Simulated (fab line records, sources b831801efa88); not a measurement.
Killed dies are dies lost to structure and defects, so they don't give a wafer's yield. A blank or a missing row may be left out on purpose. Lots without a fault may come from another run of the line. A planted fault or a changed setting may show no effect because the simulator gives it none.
fab line records | flow gf180mcu
record lots=14 wafers=42 last_day=34
route steps=602 shown HV_LDD@184
lots that met no fault: from a run of the same line without faults
start_h: hours from the record's first day to the start of the lot's first wafer shown | wait_h: hours since the lot's step before | " the same as in the row above | L1.1+2: a row that stands for several wafers | - no value, or no start given | * or withheld: withheld | < > ~ a bound
route shown NAME@n: a module of which the file shows steps, and the number in the route of the first | usual: mean/standard deviation of fault-free wafers | same: alike in all rows | chamber/n: place in a boat | sites: the reading at each site | _std_site: their standard deviation | _edge_site: outer sites' mean less inner sites' | radius_mm: how far each site lies from the wafer's centre | mask NAME#n: copy n | behind: the tool/chamber that last shaped the wafer | hold: why the lot was held/for how many hours/how that ended | device: the transistor (n, p or np) that didn't switch | end of line: the same wafers' tests at the end of the route | a step without rows: its recipe alone | killed: dies lost to structure and defects at the first sort, not the wafer's yield | map: a wafer's dies, x killed, . not, _ none there
set.NAME: the setting as run; set.NAME@STEP: as run at that earlier step | model.NAME: the simulator's own value behind a step, which no gauge read
steps of the route over a sample of lots; a table a step, a row a wafer
services: from which hour (start_h, from the record's first day; less than 0 if before it) a tool's chamber was out of use, for how many hours, and why
## steps
# step GF_HV_LDD_OVL_MEAS_08
# usual HV_LDD_OVL=-1.1/1.4
# columns lot.wafer tool chamber start_h wait_h HV_LDD_OVL[nm]
L860.3 overlay-02 - 220.99 0.1 0.7
L860.5 " - " " 0.7
L860.6 " - " " 0.6
L864.2 overlay-02 - 245.43 0.1 0.2
L864.3 " - " " 0.3
L864.5 " - " " 2.8
L865.1 overlay-02 - 253.23 0.1 -2.5
L865.3 " - " " 0.9
L865.6 " - " " 1.4
L868.1 overlay-02 - 279.52 0.1 0.6
L868.3 " - " " 0.5
L868.6 " - " " 0.0
L869.2 overlay-02 - 285.73 0.1 -1.3
L869.3 " - " " -0.8
L869.6 " - " " -2.0
L870.4 overlay-02 - 288.09 0.1 -1.6
L870.5 " - " " -0.9
L870.6 " - " " -1.6
L871.1 overlay-02 - 297.92 0.1 -2.5
L871.3 " - " " -0.3
L871.4 " - " " -1.7
L872.1 overlay-02 - 307.67 0.1 0.4
L872.2 " - " " -0.2
L872.3 " - " " 0.1
L875.3 overlay-02 - 328.79 0.1 -2.7
L875.4 " - " " -2.7
L875.6 " - " " -1.4
L878.3 overlay-02 - 349.24 0.1 -3.4
L878.4 " - " " -1.9
L878.6 " - " " -2.7
L879.1 overlay-01 - 355.00 0.1 -2.3
L879.5 " - " " -2.1
L879.6 " - " " -1.9
L880.1 overlay-02 - 365.32 0.1 -1.5
L880.2 " - " " -1.1
L880.4 " - " " -2.4
L881.1 overlay-01 - 371.32 0.1 -0.9
L881.4 " - " " -1.5
L881.5 " - " " 0.9
L883.1 overlay-01 - 384.83 0.1 -4.2
L883.2 " - " " -3.9
L883.3 " - " " -0.8
# step GF_HV_LDD_IMPLANT_21
# recipe species=BF2 energy_kev=25 dose_cm2=5e+13 tilt_deg=7
# usual beam_energy_keV=25.001/0.0075 beam_on_s=9.99/0.2
# same implant_ion_amu=49
# columns lot.wafer tool chamber start_h wait_h beam_energy_keV beam_on_s
L860.3 implanter-03 0 238.76 0.1 25.008 10.18
L860.5 " 0 " " 25.000 10.38
L860.6 " 0 " " 25.006 10.21
L864.2 implanter-02 0 264.09 0.0 24.993 9.94
L864.3 " 0 " " 25.000 10.14
L864.5 " 0 " " 25.000 9.80
L865.1 implanter-03 0 272.31 0.0 25.010 10.29
L865.3 " 0 " " 25.008 9.89
L865.6 " 0 " " 25.001 10.10
L868.1 implanter-02 0 300.06 0.0 25.006 9.83
L868.3 " 0 " " 25.017 9.65
L868.6 " 0 " " 24.996 9.73
L869.2 implanter-03 0 306.24 0.0 25.006 10.05
L869.3 " 0 " " 25.001 9.70
L869.6 " 0 " " 25.010 9.92
L870.4 implanter-01 0 308.89 0.1 24.998 9.78
L870.5 " 0 " " 24.999 9.92
L870.6 " 0 " " 24.989 10.22
L871.1 implanter-03 0 319.11 0.0 24.995 9.91
L871.3 " 0 " " 25.003 9.91
L871.4 " 0 " " 25.006 9.90
L872.1 implanter-03 0 328.51 0.0 25.014 10.09
L872.2 " 0 " " 25.002 9.90
L872.3 " 0 " " 25.008 9.87
L875.3 implanter-01 0 350.76 0.1 25.007 10.07
L875.4 " 0 " " 24.993 9.96
L875.6 " 0 " " 24.999 9.93
L878.3 implanter-03 0 371.71 0.1 24.991 9.94
L878.4 " 0 " " 25.014 9.89
L878.6 " 0 " " 24.989 10.06
L879.1 implanter-01 0 376.86 0.0 16.470 10.02
L879.5 " 0 " " 16.484 9.86
L879.6 " 0 " " 16.472 9.96
L880.1 implanter-01 0 388.01 0.0 16.480 9.96
L880.2 " 0 " " 16.481 9.90
L880.4 " 0 " " 16.477 10.06
L881.1 implanter-03 0 393.66 0.0 24.996 9.93
L881.4 " 0 " " 25.003 9.85
L881.5 " 0 " " 24.996 10.46
L883.1 implanter-02 0 408.01 0.0 24.998 9.97
L883.2 " 0 " " 25.003 9.96
L883.3 " 0 " " 25.005 10.26
# step GF_HV_LDD_TW_MEAS_23
# usual HV_LDD_2_TW=1056/7.1
# columns lot.wafer tool chamber start_h wait_h HV_LDD_2_TW
L860.3 film_metro-02 - 238.98 0.1 1063
L860.5 " - " " 1066
L860.6 " - " " 1067
L864.2 film_metro-03 - 264.32 0.1 1057
L864.3 " - " " 1054
L864.5 " - " " 1053
L865.1 film_metro-02 - 272.56 0.1 1075
L865.3 " - " " 1066
L865.6 " - " " 1062
L868.1 film_metro-01 - 300.31 0.1 1048
L868.3 " - " " 1040
L868.6 " - " " 1043
L869.2 film_metro-02 - 306.47 0.1 1056
L869.3 " - " " 1060
L869.6 " - " " 1054
L870.4 film_metro-03 - 309.09 0.1 1055
L870.5 " - " " 1043
L870.6 " - " " 1046
L871.1 film_metro-03 - 319.36 0.1 1053
L871.3 " - " " 1050
L871.4 " - " " 1049
L872.1 film_metro-03 - 328.76 0.1 1051
L872.2 " - " " 1047
L872.3 " - " " 1048
L875.3 film_metro-03 - 350.98 0.1 1057
L875.4 " - " " 1055
L875.6 " - " " 1055
L878.3 film_metro-03 - 371.93 0.1 1057
L878.4 " - " " 1059
L878.6 " - " " 1058
L879.1 film_metro-03 - 377.11 0.1 948
L879.5 " - " " 941
L879.6 " - " " 943
L880.1 film_metro-01 - 388.26 0.1 939
L880.2 " - " " 931
L880.4 " - " " 930
L881.1 film_metro-03 - 393.91 0.1 1051
L881.4 " - " " 1050
L881.5 " - " " 1047
L883.1 film_metro-03 - 408.26 0.1 1059
L883.2 " - " " 1056
L883.3 " - " " 1057
# step GF_HV_LDD_CD_MEAS_31
# recipe target_cd_nm=400
# usual cd_nm=400.5/2.3
# columns lot.wafer tool chamber start_h wait_h cd_nm
L860.3 cd_sem-01 - 257.45 0.1 398.7
L860.5 " - " " 398.0
L860.6 " - " " 398.2
L864.2 cd_sem-02 - 283.77 0.1 396.9
L864.3 " - " " 397.0
L864.5 " - " " 397.6
L865.1 cd_sem-02 - 291.66 0.1 402.3
L865.3 " - " " 401.1
L865.6 " - " " 402.8
L868.1 cd_sem-01 - 321.04 0.2 399.4
L868.3 " - " " 401.4
L868.6 " - " " 401.7
L869.2 cd_sem-01 - 326.81 0.3 400.8
L869.3 " - " " 401.2
L869.6 " - " " 400.0
L870.4 cd_sem-01 - 329.41 0.1 397.7
L870.5 " - " " 398.0
L870.6 " - " " 399.2
L871.1 cd_sem-02 - 340.36 0.1 402.7
L871.3 " - " " 400.7
L871.4 " - " " 401.2
L872.1 cd_sem-01 - 349.91 0.1 404.6
L872.2 " - " " 404.5
L872.3 " - " " 403.6
L875.3 cd_sem-01 - 373.19 0.1 403.3
L875.4 " - " " 403.8
L875.6 " - " " 400.7
L878.3 cd_sem-01 - 393.99 0.1 401.8
L878.4 " - " " 401.5
L878.6 " - " " 400.5
L879.1 cd_sem-01 - 400.00 0.1 406.3
L879.5 " - " " 403.5
L879.6 " - " " 405.4
L880.1 cd_sem-02 - 411.36 0.1 402.1
L880.2 " - " " 402.6
L880.4 " - " " 403.6
L881.1 cd_sem-02 - 416.85 0.1 397.0
L881.4 " - " " 400.2
L881.5 " - " " 397.1
L883.1 cd_sem-02 - 431.35 0.1 399.6
L883.2 " - " " 401.4
L883.3 " - " " 400.9
# step GF_HV_LDD_OVL_MEAS_32
# usual HV_LDD_02_OVL=-0.1/1.3
# columns lot.wafer tool chamber start_h wait_h HV_LDD_02_OVL[nm]
L860.3 overlay-01 - 257.54 0.1 2.3
L860.5 " - " " 1.5
L860.6 " - " " 1.8
L864.2 overlay-01 - 283.88 0.1 2.1
L864.3 " - " " -0.3
L864.5 " - " " 1.7
L865.1 overlay-01 - 291.78 0.1 -0.3
L865.3 " - " " 1.1
L865.6 " - " " 0.7
L868.1 overlay-02 - 321.16 0.1 1.9
L868.3 " - " " 2.4
L868.6 " - " " 1.2
L869.2 overlay-02 - 326.92 0.1 -2.0
L869.3 " - " " -0.4
L869.6 " - " " 0.8
L870.4 overlay-02 - 329.49 0.1 0.3
L870.5 " - " " 0.2
L870.6 " - " " 0.0
L871.1 overlay-02 - 340.48 0.1 -1.3
L871.3 " - " " -1.2
L871.4 " - " " -0.8
L872.1 overlay-02 - 350.03 0.1 -0.6
L872.2 " - " " 0.3
L872.3 " - " " 1.9
L875.3 overlay-01 - 373.28 0.1 -0.5
L875.4 " - " " 1.0
L875.6 " - " " 0.9
L878.3 overlay-01 - 394.08 0.1 0.1
L878.4 " - " " 0.5
L878.6 " - " " 1.0
L879.1 overlay-01 - 400.12 0.1 -0.6
L879.5 " - " " -1.8
L879.6 " - " " -3.2
L880.1 overlay-02 - 411.48 0.1 -1.1
L880.2 " - " " -0.5
L880.4 " - " " 0.4
L881.1 overlay-02 - 416.97 0.1 0.1
L881.4 " - " " -3.2
L881.5 " - " " -0.4
L883.1 overlay-01 - 431.47 0.1 3.2
L883.2 " - " " -0.7
L883.3 " - " " 0.6
## services
# columns tool chamber start_h hours kind
implanter-01 - 236.33 12.0 repair
implanter-03 - 242.34 29.2 pm
implanter-01 - 280.94 8.7 repair
implanter-03 - 339.04 6.0 pm
implanter-03 - 347.63 5.7 repair
implanter-01 - 354.03 1.7 repair
implanter-02 - 370.64 3.5 repair
implanter-02 - 384.82 1.8 repair
## key
first_sign step=GF_HV_LDD_IMPLANT_21 reading=beam_energy_keV direction=down sigmas=99+ usual=25.001 struck=16.477
effect step=GF_HV_LDD_TW_MEAS_23 reading=HV_LDD_2_TW direction=down sigmas=17 usual=1056 struck=939
met_at GF_HV_LDD_IMPLANT_21
struck_lots L879,L880
tester_left_out L879,L880
not_acting_at GF_HV_LDD_OVL_MEAS_08,GF_HV_LDD_CD_MEAS_31,GF_HV_LDD_OVL_MEAS_32
onset_between 350.76 376.86
fault kind=process_parameter_drift tool=implanter-01 chamber=- onset_h=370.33 steps=GF_HV_LDD_IMPLANT_21 channel=energy_kev offset=-8.5281 shape=step end_h=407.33 acts_in=these_recipes_only stated=25
# tester_left_out: of these lots the tester's yield and bins aren't shown, on N5 and GAA mostly nor the transistor test; their killed dies are dies lost to structure and defects alone, not to doping, threshold or leakage, so they don't give the yield
